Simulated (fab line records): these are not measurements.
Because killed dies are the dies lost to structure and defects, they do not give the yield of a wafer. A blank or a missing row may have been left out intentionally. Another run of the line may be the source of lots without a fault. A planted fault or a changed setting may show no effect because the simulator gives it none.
2 desks looking at one fault | flow gf180mcu | each desk has only its own numbers; what lay behind them comes last

== FROM THE METROLOGY DESK ==
What the gauges read for every lot (on any tool): the sampled wafers with a number, averaged. Any lot whose mean is over 4 standard deviations away from the usual mean is out of limits and marked OUT; that distance is given in the brackets.
Columns: A = DUAL_GATE_OVL at GF_DUAL_GATE_OVL_MEAS_11, usual 0.8 nm; B = CONTACT_W_RS at GF_CONTACT_RS_MEAS_25, usual 0.385 ohm/sq
lot  | first seen here | A    | B
L908 | day 9 05:31     | 1.6  | 0.393
L909 | day 9 09:03     | 0.1  | 0.384
L910 | day 9 18:43     | 0.3  | 0.382
L913 | day 10 16:40    | 0.9  | 0.384
L914 | day 11 00:04    | 0.4  | 0.379
L915 | day 11 06:07    | 0.3  | 0.381
L916 | day 11 09:40    | 0.9  | 0.389
L917 | day 11 16:49    | 1.9  | 0.381
L918 | day 12 04:58    | 1.4  | 0.386
L919 | day 12 06:13    | -0.8 | -
L920 | day 12 17:16    | 0.6  | -
L921 | day 12 21:01    | 2.2  | 0.378
L922 | day 13 06:15    | 0.1  | 0.395
L923 | day 13 14:25    | 0.4  | 0.390
This desk found nothing out of limits on any of the 14 lots.

== THE TOOL OWNER'S DESK: iline_stepper-01 ==
The tool's own readings at GF_HV_LDD_EXPOSE_43 (exposes mask Pplus HV AREA, target cd 400 nm): means of the sampled wafers that have a number, for each lot that ran on this tool. Any lot whose mean is over 4 standard deviations away from the usual mean is out of limits and marked OUT; that distance is given in the brackets.
Columns: A = exposure_dose_mJ_cm2 at GF_HV_LDD_EXPOSE_43, usual 140.03; B = focus_offset_nm at GF_HV_LDD_EXPOSE_43, usual 0.0 nm
lot  | first seen here | A      | B
L908 | day 12 20:20    | 140.01 | -0.3
L909 | day 13 02:59    | 140.02 | -0.3
L910 | day 13 11:32    | 139.97 | -0.2
L914 | day 14 23:43    | 140.11 | 0.4
L915 | day 15 06:37    | 140.09 | -0.2
L917 | day 15 18:44    | 139.94 | 0.1
L918 | day 16 08:03    | 139.89 | 0.3
L921 | day 17 06:43    | 140.15 | 0.5
L922 | day 17 16:48    | 139.92 | 0.3
This desk found nothing out of limits on any of the 9 lots.

== ALL TOGETHER ==
Nothing out of limits was seen by the metrology desk.
The tool owner's desk saw nothing out of limits.

== WHAT WAS PUT IN BY THE SIMULATOR ==
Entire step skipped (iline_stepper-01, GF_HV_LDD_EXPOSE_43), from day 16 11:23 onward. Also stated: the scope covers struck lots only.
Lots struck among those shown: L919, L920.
